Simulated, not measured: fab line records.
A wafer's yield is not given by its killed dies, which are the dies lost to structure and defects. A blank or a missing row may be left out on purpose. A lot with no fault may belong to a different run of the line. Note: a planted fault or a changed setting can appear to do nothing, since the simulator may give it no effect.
Which tool did it? | flow sky130 | 72 wafers from 24 lots sampled at 6 of the route's 708 steps

== WHAT THE GAUGES READ, wafer by wafer ==
SKY_VT_ADJUST_PCH_TW_MEAS_10.
lot  | measured     | on            | VT_ADJUST_PCH_TW
L074 | day 10 13:32 | film_metro-04 | 142.6 142.6 143.0
L075 | day 10 20:06 | film_metro-03 | 143.9 143.4 143.3
L076 | day 11 03:01 | film_metro-01 | 143.8 143.7 143.8
L077 | day 11 10:18 | film_metro-04 | 143.6 143.1 143.1
L078 | day 11 15:36 | film_metro-01 | 144.1 144.6 144.4
L080 | day 12 08:29 | film_metro-01 | 145.6 144.6 145.7
L079 | day 12 08:30 | film_metro-03 | 143.9 144.6 143.4
L081 | day 12 12:34 | film_metro-04 | 143.4 143.1 143.1
L082 | day 12 20:55 | film_metro-03 | 144.2 144.7 144.4
L083 | day 13 08:12 | film_metro-01 | 145.6 145.1 145.0
L084 | day 13 17:46 | film_metro-04 | 143.0 143.4 143.8
L085 | day 14 04:57 | film_metro-03 | 143.6 143.9 143.4
L086 | day 14 06:17 | film_metro-03 | 142.5 143.7 142.8
L087 | day 14 13:21 | film_metro-03 | 142.8 142.7 143.8
L088 | day 14 19:06 | film_metro-03 | 143.7 144.6 143.1
L089 | day 15 02:15 | film_metro-01 | 145.3 145.3 145.7
L090 | day 15 11:23 | film_metro-04 | 143.0 143.0 142.7
L091 | day 15 17:43 | film_metro-04 | 143.4 142.9 143.4
L092 | day 16 07:50 | film_metro-03 | 143.3 142.8 144.3
L093 | day 16 14:17 | film_metro-03 | 144.1 142.9 143.7
L094 | day 16 16:10 | film_metro-03 | 143.4 143.6 144.1
L095 | day 16 22:45 | film_metro-04 | 141.6 142.8 143.1
L096 | day 17 05:55 | film_metro-01 | 145.0 145.1 144.8
L097 | day 17 20:24 | film_metro-04 | 144.0 143.9 143.2

SKY_LI_CONTACT_THK_MEAS_23: measures by xrf.
lot  | measured     | on            | LI_CONTACT_W_THK (nm)
L074 | day 29 18:16 | film_metro-03 | 418 416 417
L075 | day 29 21:18 | film_metro-01 | 412 412 411
L076 | day 30 01:21 | film_metro-01 | 406 406 406
L077 | day 30 04:12 | film_metro-01 | 402 402 411
L078 | day 30 06:29 | film_metro-01 | 402 403 398
L080 | day 31 06:41 | film_metro-04 | 413 413 412
L079 | day 31 07:48 | film_metro-04 | 412 411 413
L081 | day 31 12:12 | film_metro-04 | 407 399 400
L082 | day 31 19:12 | film_metro-04 | 410 415 408
L083 | day 32 07:35 | film_metro-03 | 415 411 412
L084 | day 32 20:44 | film_metro-03 | 409 405 409
L085 | day 33 07:56 | film_metro-03 | 415 413 416
L086 | day 33 11:36 | film_metro-04 | 416 415 419
L087 | day 33 18:53 | film_metro-04 | 415 414 410
L088 | day 33 22:44 | film_metro-04 | 413 413 412
L089 | day 34 03:56 | film_metro-03 | 408 418 412
L090 | day 34 13:49 | film_metro-01 | 405 409 403
L091 | day 34 17:36 | film_metro-01 | 411 411 408
L092 | day 35 07:33 | film_metro-01 | 403 406 396
L093 | day 35 16:04 | film_metro-03 | 403 407 401
L094 | day 35 18:02 | film_metro-03 | 394 406 403
L095 | day 36 00:55 | film_metro-03 | 411 405 405
L096 | day 36 03:34 | film_metro-03 | 405 411 413
L097 | day 36 15:20 | film_metro-03 | 416 414 413

SKY_CAPM_OVL_MEAS_12.
lot  | measured     | on         | CAPM_OVL (nm)
L074 | day 37 23:34 | overlay-02 | -0.7 0.4 0.8
L075 | day 38 03:01 | overlay-02 | 0.9 1.1 0.2
L076 | day 38 04:52 | overlay-01 | 0.9 1.0 2.2
L077 | day 38 07:04 | overlay-02 | 3.3 2.6 3.8
L078 | day 38 09:40 | overlay-01 | 0.8 -0.9 -0.4
L080 | day 39 06:25 | overlay-02 | 2.5 0.3 0.8
L079 | day 39 09:28 | overlay-02 | -0.9 -0.6 0.3
L081 | day 39 14:08 | overlay-01 | 0.6 -1.0 -0.5
L082 | day 39 20:56 | overlay-02 | -1.8 0.2 0.6
L083 | day 40 07:24 | overlay-01 | -2.4 -1.0 -0.6
L084 | day 40 16:46 | overlay-01 | 0.5 0.6 0.7
L085 | day 41 04:04 | overlay-02 | 0.6 1.0 0.4
L086 | day 41 09:19 | overlay-01 | 1.2 0.0 -0.3
L087 | day 41 14:01 | overlay-01 | -1.5 -0.9 0.4
L088 | day 41 16:40 | overlay-01 | -2.7 -2.0 -1.6
L089 | day 41 20:46 | overlay-01 | -0.2 -1.3 0.6
L090 | day 42 07:29 | overlay-02 | -0.6 0.1 -2.1
L091 | day 42 11:22 | overlay-02 | 0.9 1.2 1.7
L092 | day 42 22:52 | overlay-02 | 0.2 0.8 1.5
L093 | day 43 07:26 | overlay-02 | 0.4 1.0 -0.2
L094 | day 43 08:31 | overlay-02 | 2.8 1.2 2.6
L095 | day 43 15:33 | overlay-01 | 0.7 2.4 1.3
L096 | day 43 16:34 | overlay-01 | -2.7 -1.0 -0.2
L097 | day 44 03:19 | overlay-02 | 2.5 1.2 2.3

== TOOL THAT RAN EACH LOT (tool first, then ch and the chambers of the sampled wafers, then the start) ==
lot  | SKY_VT_ADJUST_LVTN_STRIP_20          | SKY_LI_CONTACT_SPUTTER_20    | SKY_METAL1_DESCUM_17
L074 | plasma_asher-03 ch 0,1, day 7 20:25  | pvd_sputter-04, day 29 17:58 | rie_metal-02 ch 0,1, day 33 07:58
L075 | plasma_asher-03 ch 0,1, day 8 02:34  | pvd_sputter-03, day 29 21:00 | rie_metal-02 ch 0,1, day 33 11:28
L076 | plasma_asher-03 ch 0,1, day 8 08:29  | pvd_sputter-03, day 30 01:02 | rie_metal-04 ch 0,1, day 33 15:22
L077 | plasma_asher-03 ch 0,1, day 8 16:10  | pvd_sputter-02, day 30 03:54 | rie_metal-02 ch 0,1, day 33 17:28
L078 | plasma_asher-02 ch 0,1, day 8 20:07  | pvd_sputter-03, day 30 06:11 | rie_metal-03 ch 0,1, day 33 19:04
L080 | plasma_asher-04 ch 1, day 9 09:53    | pvd_sputter-02, day 31 06:22 | rie_metal-02 ch 0,1, day 34 18:16
L079 | plasma_asher-02 ch 0,1, day 9 11:20  | pvd_sputter-03, day 31 07:30 | rie_metal-03 ch 0,1, day 34 19:46
L081 | plasma_asher-02 ch 0,1, day 9 15:23  | pvd_sputter-02, day 31 11:53 | rie_metal-04 ch 0,1, day 35 01:10
L082 | plasma_asher-04 ch 0,1, day 9 21:41  | pvd_sputter-02, day 31 18:52 | rie_metal-02 ch 0,1, day 35 07:22
L083 | plasma_asher-04 ch 0,1, day 10 10:02 | pvd_sputter-02, day 32 07:16 | rie_metal-02 ch 0,1, day 35 19:31
L084 | plasma_asher-03 ch 0,1, day 10 16:51 | pvd_sputter-03, day 32 20:26 | rie_metal-02 ch 0,1, day 36 07:31
L085 | plasma_asher-02 ch 0,1, day 11 03:24 | pvd_sputter-03, day 33 07:37 | rie_metal-03 ch 0,1, day 36 17:40
L086 | plasma_asher-03 ch 0,1, day 11 03:44 | pvd_sputter-02, day 33 11:16 | rie_metal-03 ch 0,1, day 36 23:17
L087 | plasma_asher-03 ch 0,1, day 11 11:13 | pvd_sputter-04, day 33 18:35 | rie_metal-04 ch 0,1, day 37 05:22
L088 | plasma_asher-04 ch 0,1, day 11 15:50 | pvd_sputter-02, day 33 22:25 | rie_metal-03 ch 0,1, day 37 08:22
L089 | plasma_asher-03 ch 0,1, day 11 22:20 | pvd_sputter-02, day 34 03:38 | rie_metal-03 ch 0,1, day 37 13:16
L090 | plasma_asher-02 ch 0,1, day 12 05:46 | pvd_sputter-03, day 34 13:29 | rie_metal-02 ch 0,1, day 38 00:25
L091 | plasma_asher-03 ch 0,1, day 12 11:48 | pvd_sputter-03, day 34 17:17 | rie_metal-02 ch 0,1, day 38 03:31
L092 | plasma_asher-03 ch 0,1, day 12 23:37 | pvd_sputter-02, day 35 07:14 | rie_metal-04 ch 0,1, day 38 17:04
L093 | plasma_asher-02 ch 0,1, day 13 05:26 | pvd_sputter-03, day 35 15:44 | rie_metal-02 ch 0,1, day 39 02:37
L094 | plasma_asher-03 ch 0,1, day 13 07:53 | pvd_sputter-02, day 35 17:43 | rie_metal-04 ch 0,1, day 39 02:40
L095 | plasma_asher-02 ch 0,1, day 13 13:56 | pvd_sputter-02, day 36 00:37 | rie_metal-04 ch 0,1, day 39 10:19
L096 | plasma_asher-02 ch 0,1, day 13 19:46 | pvd_sputter-04, day 36 03:16 | rie_metal-04 ch 1, day 39 12:04
L097 | plasma_asher-04 ch 0,1, day 14 07:36 | pvd_sputter-04, day 36 15:02 | rie_metal-04 ch 0,1, day 39 23:19
- SKY_VT_ADJUST_LVTN_STRIP_20: strips in O2/N2.
- SKY_LI_CONTACT_SPUTTER_20: material TiN, target thk 20 nm, time 80 s.
- SKY_METAL1_DESCUM_17: chemistry O2, time 8 s.

== WHAT THE TOOLS THEMSELVES READ (means of the sampled wafers that have a number; where no wafer has one, the mark that the record gives instead) ==
SKY_VT_ADJUST_LVTN_STRIP_20.
lot  | tool            | drypump_motor_current_A (A) | oes_product_au (a.u.) | strip_time_to_endpoint_s (s)
L074 | plasma_asher-03 | 5.15                        | 0.716                 | 14.17
L075 | plasma_asher-03 | 5.25                        | 0.716                 | 14.16
L076 | plasma_asher-03 | 5.17                        | 0.712                 | 14.11
L077 | plasma_asher-03 | 5.23                        | 0.717                 | 14.09
L078 | plasma_asher-02 | 4.86                        | 0.712                 | 14.13
L080 | plasma_asher-04 | 4.93                        | 0.714                 | 14.14
L079 | plasma_asher-02 | 4.94                        | 0.717                 | 14.12
L081 | plasma_asher-02 | 4.94                        | 0.716                 | 14.12
L082 | plasma_asher-04 | 5.30                        | 0.715                 | 14.15
L083 | plasma_asher-04 | 5.10                        | 0.721                 | 14.21
L084 | plasma_asher-03 | 5.16                        | 0.714                 | 14.15
L085 | plasma_asher-02 | 4.93                        | 0.715                 | 14.08
L086 | plasma_asher-03 | 5.23                        | 0.718                 | 14.10
L087 | plasma_asher-03 | 5.18                        | 0.715                 | 14.18
L088 | plasma_asher-04 | 5.12                        | 0.714                 | 14.14
L089 | plasma_asher-03 | 5.17                        | 0.717                 | 14.13
L090 | plasma_asher-02 | 4.95                        | 0.713                 | 14.17
L091 | plasma_asher-03 | 5.19                        | 0.716                 | 14.17
L092 | plasma_asher-03 | 5.25                        | 0.718                 | 14.22
L093 | plasma_asher-02 | 4.86                        | 0.715                 | 14.17
L094 | plasma_asher-03 | 5.25                        | 0.715                 | 14.19
L095 | plasma_asher-02 | 4.94                        | 0.715                 | 14.22
L096 | plasma_asher-02 | 4.94                        | 0.710                 | 14.12
L097 | plasma_asher-04 | 5.10                        | 0.714                 | 14.17

SKY_LI_CONTACT_SPUTTER_20.
lot  | tool           | cathode_dc_power_W (W) | chamber_pressure_pa (Pa) | throttle_valve_pct (%)
L074 | pvd_sputter-04 | 3999.4                 | 5.003                    | 30.8
L075 | pvd_sputter-03 | 4000.1                 | 4.987                    | 30.1
L076 | pvd_sputter-03 | 4000.7                 | 5.004                    | 30.0
L077 | pvd_sputter-02 | 3999.7                 | 4.996                    | 30.0
L078 | pvd_sputter-03 | 4000.4                 | 5.005                    | 30.1
L080 | pvd_sputter-02 | 3999.3                 | 4.996                    | 28.8
L079 | pvd_sputter-03 | 4000.2                 | 4.998                    | 30.5
L081 | pvd_sputter-02 | 3999.5                 | 4.999                    | 29.7
L082 | pvd_sputter-02 | 3999.2                 | 4.995                    | 28.7
L083 | pvd_sputter-02 | 4000.2                 | 4.993                    | 28.6
L084 | pvd_sputter-03 | 4000.0                 | 5.003                    | 30.0
L085 | pvd_sputter-03 | 3999.7                 | 4.988                    | 30.4
L086 | pvd_sputter-02 | 4000.8                 | 4.997                    | 27.7
L087 | pvd_sputter-04 | 4000.0                 | 4.989                    | 30.2
L088 | pvd_sputter-02 | 3999.9                 | 5.004                    | 28.7
L089 | pvd_sputter-02 | 4000.7                 | 4.999                    | 28.9
L090 | pvd_sputter-03 | 3999.3                 | 5.001                    | 30.2
L091 | pvd_sputter-03 | 4000.3                 | 4.999                    | 30.1
L092 | pvd_sputter-02 | 3999.5                 | 5.000                    | 29.6
L093 | pvd_sputter-03 | 4000.2                 | 5.003                    | 30.1
L094 | pvd_sputter-02 | 3999.7                 | 5.000                    | 29.7
L095 | pvd_sputter-02 | 4000.5                 | 5.005                    | 28.5
L096 | pvd_sputter-04 | 4000.0                 | 5.003                    | 31.1
L097 | pvd_sputter-04 | 3999.9                 | 4.997                    | 31.4

SKY_METAL1_DESCUM_17.
lot  | tool         | drypump_motor_current_A (A) | oes_product_au (a.u.)
L074 | rie_metal-02 | 5.2                         | 0.984
L075 | rie_metal-02 | 5.2                         | 0.993
L076 | rie_metal-04 | 5.2                         | 1.000
L077 | rie_metal-02 | 5.2                         | 0.987
L078 | rie_metal-03 | 6.1                         | 0.996
L080 | rie_metal-02 | 5.1                         | 0.992
L079 | rie_metal-03 | 5.6                         | 1.002
L081 | rie_metal-04 | 5.6                         | 1.008
L082 | rie_metal-02 | 5.2                         | 0.985
L083 | rie_metal-02 | 5.2                         | 0.995
L084 | rie_metal-02 | 5.2                         | 0.996
L085 | rie_metal-03 | 6.1                         | 0.996
L086 | rie_metal-03 | 6.1                         | 0.996
L087 | rie_metal-04 | 5.2                         | 1.002
L088 | rie_metal-03 | 6.1                         | 0.997
L089 | rie_metal-03 | 6.1                         | 1.004
L090 | rie_metal-02 | 5.2                         | 0.990
L091 | rie_metal-02 | 5.2                         | 0.991
L092 | rie_metal-04 | 5.6                         | 1.012
L093 | rie_metal-02 | 5.2                         | 0.980
L094 | rie_metal-04 | 5.2                         | 1.003
L095 | rie_metal-04 | 5.6                         | 1.005
L096 | rie_metal-04 | 4.7                         | 1.001
L097 | rie_metal-04 | 5.2                         | 1.006

== THE ANSWER, worked out from the rows above alone ==
Rule: usual is defined by the lots themselves. The widest of any qualifying gaps counts: lots, ordered by their means at a reading, are off when they make up no more than a third of the lots, leave a main group of 4 or more, and stand apart from it by 3 or more times the standard deviation of that group's means. Not used: any main group whose means are identical at the precision the tables above print for the reading. Also off: a lot with no number at a reading for which 4 or more lots have one. Where the step has rows for the other lots, those lots are counted as sound. Order of review: gauges by route order, followed by the tools' own readings, for which a lot's mean as printed above is used. The first step at which some lot is off is used, and at that step the reading that is off furthest; a lot without a number counts as furthest.
None of the lots is off at any reading shown; this tells nothing.

== WHAT HAD BEEN PUT IN BY THE SIMULATOR ==
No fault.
